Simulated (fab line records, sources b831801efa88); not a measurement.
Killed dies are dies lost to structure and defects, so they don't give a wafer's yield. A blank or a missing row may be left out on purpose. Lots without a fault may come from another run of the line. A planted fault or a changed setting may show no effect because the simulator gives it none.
fab line records | flow sky130
record lots=11 wafers=33 last_day=51
route steps=708 shown LOCAL_INTERCONNECT@387 METAL1@450 VIA1@471 METAL3@565
lots that met no fault: from a run of the same line without faults
start_h: hours from the record's first day to the start of the lot's first wafer shown | wait_h: hours since the lot's step before | " the same as in the row above | L1.1+2: a row that stands for several wafers | - no value, or no start given | * or withheld: withheld | < > ~ a bound
route shown NAME@n: a module of which the file shows steps, and the number in the route of the first | usual: mean/standard deviation of fault-free wafers | same: alike in all rows | chamber/n: place in a boat | sites: the reading at each site | _std_site: their standard deviation | _edge_site: outer sites' mean less inner sites' | radius_mm: how far each site lies from the wafer's centre | mask NAME#n: copy n | behind: the tool/chamber that last shaped the wafer | hold: why the lot was held/for how many hours/how that ended | device: the transistor (n, p or np) that didn't switch | end of line: the same wafers' tests at the end of the route | a step without rows: its recipe alone | killed: dies lost to structure and defects at the first sort, not the wafer's yield | map: a wafer's dies, x killed, . not, _ none there
set.NAME: the setting as run; set.NAME@STEP: as run at that earlier step | model.NAME: the simulator's own value behind a step, which no gauge read
steps of the route over a sample of lots; a table a step, a row a wafer
services: from which hour (start_h, from the record's first day; less than 0 if before it) a tool's chamber was out of use, for how many hours, and why
## steps
# step SKY_LOCAL_INTERCONNECT_SPUTTER_00
# recipe material=TiN target_thk_nm=100 temp_c=300 power_w=6500 time_s=83.3 chamber_pressure_pa=0.4
# usual cathode_dc_power_W=6500.1/1.3 throttle_valve_pct=30.0/1
# columns lot.wafer tool chamber start_h wait_h cathode_dc_power_W throttle_valve_pct
L350.1 pvd_sputter-01 - 662.83 0.1 6498.4 31.9
L350.3 " - " " 6499.3 31.3
L350.4 " - " " 6501.8 30.6
L353.1 pvd_sputter-02 - 694.14 0.1 6500.5 29.9
L353.2 " - " " 6500.9 29.0
L353.6 " - " " 6498.9 29.7
L356.1 pvd_sputter-03 - 719.09 0.1 6499.7 31.2
L356.2 " - " " 6500.3 29.2
L356.6 " - " " 6500.2 31.3
L359.2 pvd_sputter-03 - 745.77 0.1 6499.6 29.5
L359.4 " - " " 6498.0 31.1
L359.6 " - " " 6499.3 31.3
L360.2 pvd_sputter-01 - 750.94 0.1 6500.0 27.8
L360.4 " - " " 6498.7 32.0
L360.6 " - " " 6500.7 30.7
L361.2 pvd_sputter-03 - 759.08 0.1 6500.0 29.0
L361.3 " - " " 6499.3 29.4
L361.5 " - " " 6499.7 29.2
L362.1 pvd_sputter-01 - 767.72 0.1 6499.6 31.8
L362.4 " - " " 6501.6 28.0
L362.5 " - " " 6499.6 31.3
L366.1 pvd_sputter-01 - 819.70 0.2 6041.6 31.8
L366.3 " - " " 6498.7 31.1
L366.5 " - " " 6500.6 30.3
L367.2 pvd_sputter-01 - 823.12 0.1 6500.1 31.3
L367.3 " - " " 6042.6 32.1
L367.4 " - " " 6500.1 27.8
L370.1 pvd_sputter-02 - 851.74 0.1 6499.9 28.8
L370.2 " - " " 6501.9 30.1
L370.4 " - " " 6498.3 30.3
L373.1 pvd_sputter-02 - 892.46 0.1 6501.8 30.5
L373.2 " - " " 6502.2 29.9
L373.4 " - " " 6500.3 30.3
# step SKY_LOCAL_INTERCONNECT_RS_MEAS_01
# recipe thk_meas_gauge=four-point-probe reads=TiN_of_LOCAL_INTERCONNECT_SPUTTER_00
# usual LOCAL_INTERCONNECT_TIN_RS=14.16/0.14
# columns lot.wafer tool chamber start_h wait_h LOCAL_INTERCONNECT_TIN_RS[ohm/sq]
L350.1 film_metro-04 - 662.89 0.0 14.20
L350.3 " - " " 14.24
L350.4 " - " " 14.53
L353.1 film_metro-04 - 694.20 0.0 14.31
L353.2 " - " " 14.34
L353.6 " - " " 14.16
L356.1 film_metro-04 - 719.15 0.0 14.27
L356.2 " - " " 14.21
L356.6 " - " " 14.26
L359.2 film_metro-04 - 745.85 0.1 14.04
L359.4 " - " " 14.08
L359.6 " - " " 14.06
L360.2 film_metro-02 - 751.02 0.1 14.21
L360.4 " - " " 13.98
L360.6 " - " " 14.32
L361.2 film_metro-04 - 759.16 0.1 14.10
L361.3 " - " " 14.06
L361.5 " - " " 13.92
L362.1 film_metro-01 - 767.78 0.0 14.09
L362.4 " - " " 14.41
L362.5 " - " " 14.32
L366.1 film_metro-04 - 819.77 0.0 15.19
L366.3 " - " " 14.01
L366.5 " - " " 14.31
L367.2 film_metro-02 - 823.21 0.1 14.07
L367.3 " - " " 15.20
L367.4 " - " " 14.15
L370.1 film_metro-04 - 851.81 0.0 14.22
L370.2 " - " " 14.09
L370.4 " - " " 14.47
L373.1 film_metro-01 - 892.52 0.0 14.33
L373.2 " - " " 14.10
L373.4 " - " " 14.13
# step SKY_LOCAL_INTERCONNECT_THK_MEAS_02
# recipe thk_meas_gauge=xrf reads=TiN_of_LOCAL_INTERCONNECT_SPUTTER_00
# usual LOCAL_INTERCONNECT_TIN_THK=98.5/1.1
# columns lot.wafer tool chamber start_h wait_h LOCAL_INTERCONNECT_TIN_THK[nm]
L350.1 film_metro-04 - 663.01 0.1 98.8
L350.3 " - " " 98.2
L350.4 " - " " 96.2
L353.1 film_metro-04 - 694.32 0.1 97.7
L353.2 " - " " 97.3
L353.6 " - " " 98.9
L356.1 film_metro-04 - 719.27 0.1 97.8
L356.2 " - " " 98.3
L356.6 " - " " 98.3
L359.2 film_metro-04 - 745.96 0.1 99.1
L359.4 " - " " 99.0
L359.6 " - " " 99.4
L360.2 film_metro-02 - 751.13 0.1 97.0
L360.4 " - " " 98.8
L360.6 " - " " 96.7
L361.2 film_metro-04 - 759.27 0.1 98.9
L361.3 " - " " 99.3
L361.5 " - " " 100.3
L362.1 film_metro-01 - 767.90 0.1 98.1
L362.4 " - " " 96.9
L362.5 " - " " 97.1
L366.1 film_metro-04 - 819.89 0.1 92.3
L366.3 " - " " 99.7
L366.5 " - " " 97.6
L367.2 film_metro-02 - 823.32 0.1 98.7
L367.3 " - " " 91.7
L367.4 " - " " 97.9
L370.1 film_metro-04 - 851.93 0.1 98.3
L370.2 " - " " 99.0
L370.4 " - " " 96.7
L373.1 film_metro-01 - 892.64 0.1 97.2
L373.2 " - " " 98.5
L373.4 " - " " 98.7
# step SKY_LOCAL_INTERCONNECT_METAL_ETCH_14
# recipe target_depth_nm=110 stop_on=PSG chemistry=Cl2/BCl3 target=TiN resist_sidewall_deg=88 pressure_mtorr=10 icp_w=900 bias_w=48.5 Cl2_flow_sccm=60 bcl3_flow_sccm=30 time_s=31.4
# usual drypump_motor_current_A=5.5/0.51 oes_product_au=0.941/0.0069 throttle_valve_pct=21.902/0.01
# columns lot.wafer tool chamber start_h wait_h drypump_motor_current_A oes_product_au rf_hours_counter_h throttle_valve_pct
L350.1 rie_metal-01 1 690.26 0.0 5.3 0.937 4 21.898
L350.3 " 1 " " 5.3 0.930 - 21.908
L350.4 " 0 " " 6.0 0.929 - 21.898
L353.1 rie_metal-02 1 722.86 0.0 4.8 0.938 11 21.913
L353.2 " 0 " " 6.2 0.940 13 21.904
L353.6 " 1 " " 4.8 0.940 - 21.900
L356.1 rie_metal-03 0 747.26 0.0 5.1 0.938 0 21.912
L356.2 " 1 " " 5.5 0.946 11 21.895
L356.6 " 0 " " 5.1 0.936 - 21.909
L359.2 rie_metal-01 0 772.09 0.0 6.0 0.944 9 21.878
L359.4 " 1 " " 5.2 0.943 - 21.895
L359.6 " 1 " " 5.2 0.947 - 21.903
L360.2 rie_metal-03 1 777.86 0.0 5.5 0.938 12 21.891
L360.4 " 1 " " 5.5 0.944 - 21.893
L360.6 " 0 " " 5.1 0.934 - 21.913
L361.2 rie_metal-02 0 786.01 0.0 6.2 0.940 15 21.902
L361.3 " 0 " " 6.2 0.944 - 21.911
L361.5 " 0 " " 6.2 0.953 - 21.904
L362.1 rie_metal-01 0 795.03 0.1 6.0 0.940 10 21.910
L362.4 " 1 " " 5.2 0.933 - 21.910
L362.5 " 1 " " 5.3 0.932 - 21.888
L366.1 rie_metal-02 0 845.44 0.0 6.2 0.910 17 21.928
L366.3 " 0 " " 6.2 0.945 - 21.905
L366.5 " 0 " " 6.2 0.933 - 21.922
L367.2 rie_metal-03 0 850.29 0.0 5.1 0.939 3 21.897
L367.3 " 0 " " 5.1 0.910 - 21.910
L367.4 " 1 " " 5.5 0.944 - 21.895
L370.1 rie_metal-02 0 878.46 0.0 6.2 0.937 19 21.911
L370.2 " 1 " " 4.9 0.948 17 21.906
L370.4 " 1 " " 4.8 0.929 - 21.900
L373.1 rie_metal-02 1 918.55 0.1 4.9 0.940 19 21.892
L373.2 " 1 " " 4.9 0.948 - 21.904
L373.4 " 1 " " 4.9 0.943 - 21.920
# step SKY_METAL1_OVL_MEAS_16
# usual METAL1_OVL=-2/5.6
# columns lot.wafer tool chamber start_h wait_h METAL1_OVL[nm]
L350.1 overlay-01 - 748.89 0.1 1
L350.3 " - " " -5
L350.4 " - " " -8
L353.1 overlay-01 - 780.07 0.1 -6
L353.2 " - " " 0
L353.6 " - " " -4
L356.1 overlay-02 - 802.89 0.1 -8
L356.2 " - " " -6
L356.6 " - " " -10
L359.2 overlay-01 - 827.64 0.1 5
L359.4 " - " " 4
L359.6 " - " " 2
L360.2 overlay-02 - 834.57 0.1 -2
L360.4 " - " " -6
L360.6 " - " " -3
L361.2 overlay-01 - 840.87 0.1 7
L361.3 " - " " 11
L361.5 " - " " 7
L362.1 overlay-01 - 850.84 0.1 6
L362.4 " - " " 2
L362.5 " - " " 4
L366.1 overlay-01 - 901.06 0.1 5
L366.3 " - " " 7
L366.5 " - " " 5
L367.2 overlay-02 - 904.44 0.1 -1
L367.3 " - " " 5
L367.4 " - " " 2
L370.1 overlay-02 - 931.26 0.1 0
L370.2 " - " " -1
L370.4 " - " " 0
L373.1 overlay-01 - 970.01 0.1 -6
L373.2 " - " " -1
L373.4 " - " " -3
# step SKY_VIA1_OVL_MEAS_13
# usual VIA1_OVL=-3/5.3
# columns lot.wafer tool chamber start_h wait_h VIA1_OVL[nm]
L350.1 overlay-02 - 777.29 0.1 -5
L350.3 " - " " -10
L350.4 " - " " -11
L353.1 overlay-01 - 808.17 0.1 -7
L353.2 " - " " -11
L353.6 " - " " -10
L356.1 overlay-01 - 830.77 0.1 0
L356.2 " - " " -5
L356.6 " - " " 0
L359.2 overlay-01 - 855.67 0.1 -1
L359.4 " - " " 7
L359.6 " - " " -5
L360.2 overlay-01 - 861.94 0.1 9
L360.4 " - " " 0
L360.6 " - " " 1
L361.2 overlay-01 - 868.84 0.1 -13
L361.3 " - " " -10
L361.5 " - " " -10
L362.1 overlay-02 - 878.87 0.1 -6
L362.4 " - " " 0
L362.5 " - " " -1
L366.1 overlay-02 - 927.34 0.1 -7
L366.3 " - " " -8
L366.5 " - " " -8
L367.2 overlay-01 - 930.59 0.1 -1
L367.3 " - " " -5
L367.4 " - " " -1
L370.1 overlay-01 - 957.47 0.1 4
L370.2 " - " " -1
L370.4 " - " " 3
L373.1 overlay-01 - 995.44 0.1 -4
L373.2 " - " " -13
L373.4 " - " " 0
# step SKY_METAL3_DESCUM_15
# recipe chemistry=O2 source_power_w=150 bias_power_w=0 pressure_mtorr=10 temp_c=40 time_s=8
# usual drypump_motor_current_A=5.5/0.42 oes_product_au=1.002/0.0083
# same bias_power_w=0
# columns lot.wafer tool chamber start_h wait_h drypump_motor_current_A oes_product_au rf_hours_counter_h
L350.1 rie_metal-03 1 888.40 0.0 5.5 1.007 0
L350.3 " 0 " " 5.1 0.998 -
L350.4 " 1 " " 5.5 0.998 -
L353.1 rie_metal-03 0 918.72 0.0 5.1 1.004 7
L353.2 " 1 " " 5.5 1.001 1
L353.6 " 0 " " 5.1 1.000 -
L356.1 rie_metal-02 0 937.92 0.0 6.2 1.001 2
L356.2 " 0 " " 6.2 1.002 -
L356.6 " 0 " " 6.2 0.996 -
L359.2 rie_metal-03 1 962.67 0.0 5.5 1.001 4
L359.4 " 0 " " 5.1 0.996 -
L359.6 " 1 " " 5.5 1.007 -
L360.2 rie_metal-03 1 968.02 0.0 5.5 1.000 4
L360.4 " 1 " " 5.5 1.001 -
L360.6 " 1 " " 5.5 0.993 -
L361.2 rie_metal-03 0 974.65 0.0 5.1 1.008 9
L361.3 " 1 " " 5.5 1.012 -
L361.5 " 1 " " 5.5 1.016 -
L362.1 rie_metal-03 1 985.92 0.0 5.5 1.009 5
L362.4 " 0 " " 5.1 0.996 -
L362.5 " 1 " " 5.5 1.001 -
L366.1 rie_metal-03 1 1027.25 0.0 5.5 0.999 7
L366.3 " 0 " " 5.1 0.996 -
L366.5 " 0 " " 5.1 0.998 -
L367.2 rie_metal-01 0 1031.50 0.0 6.0 1.005 21
L367.3 " 0 " " 6.0 1.001 -
L367.4 " 1 " " 5.2 1.007 -
L370.1 rie_metal-02 0 1055.42 0.0 6.1 1.018 8
L370.2 " 1 " " 4.8 0.991 6
L370.4 " 1 " " 4.9 0.993 -
L373.1 rie_metal-02 0 1086.85 0.0 6.2 1.011 11
L373.2 " 1 " " 4.8 1.002 9
L373.4 " 0 " " 6.2 1.005 -
## services
# columns tool chamber start_h hours kind
pvd_sputter-02 - 645.35 1.0 repair
pvd_sputter-02 - 667.23 0.5 repair
pvd_sputter-03 - 676.23 6.9 repair
pvd_sputter-01 - 684.33 0.6 repair
pvd_sputter-02 - 686.23 5.5 repair
pvd_sputter-01 - 700.71 31.7 repair
pvd_sputter-02 - 715.78 7.2 repair
rie_metal-03 0 716.14 - clean
rie_metal-03 0 716.14 14.0 scheduled_down
rie_metal-03 0 716.14 14.0 vent_cycle
rie_metal-01 1 755.82 2.9 repair
rie_metal-01 0 777.16 6.3 repair
rie_metal-03 0 807.07 1.1 repair
pvd_sputter-03 - 814.19 1.0 repair
rie_metal-03 - 814.65 14.6 pm
rie_metal-01 - 821.56 0.4 repair
rie_metal-03 1 865.23 - clean
rie_metal-01 - 890.63 2.8 pm
pvd_sputter-03 - 892.44 0.6 repair
rie_metal-01 - 925.09 1.0 repair
pvd_sputter-02 - 967.56 8.9 repair
rie_metal-01 - 1000.67 4.0 pm
rie_metal-01 0 1050.49 5.9 repair
pvd_sputter-03 - 1071.31 1.5 repair
## key
first_sign step=SKY_LOCAL_INTERCONNECT_SPUTTER_00 reading=cathode_dc_power_W direction=down sigmas=99+ usual=6500.1 struck=6042.1
effect step=SKY_LOCAL_INTERCONNECT_RS_MEAS_01 reading=LOCAL_INTERCONNECT_TIN_RS direction=up sigmas=7.2 usual=14.16 struck=15.19
effect step=SKY_LOCAL_INTERCONNECT_THK_MEAS_02 reading=LOCAL_INTERCONNECT_TIN_THK direction=down sigmas=6.1 usual=98.5 struck=92.0
effect step=SKY_LOCAL_INTERCONNECT_METAL_ETCH_14 reading=oes_product_au direction=down sigmas=4.4 usual=0.941 struck=0.910
met_at SKY_LOCAL_INTERCONNECT_SPUTTER_00
struck_lots L366,L367
struck_wafers L366.1,L367.3
tester_left_out L366,L367
not_acting_at SKY_METAL1_OVL_MEAS_16,SKY_VIA1_OVL_MEAS_13,SKY_METAL3_DESCUM_15
onset_between 767.72 819.70
fault kind=process_parameter_drift tool=pvd_sputter-01 chamber=- onset_h=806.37 steps=SKY_LOCAL_INTERCONNECT_SPUTTER_00 channel=power_w offset=* shape=step end_h=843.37 acts_in=* stated=* scope=struck_wafers_only
# tester_left_out: of these lots the tester's yield and bins aren't shown, on N5 and GAA mostly nor the transistor test; their killed dies are dies lost to structure and defects alone, not to doping, threshold or leakage, so they don't give the yield
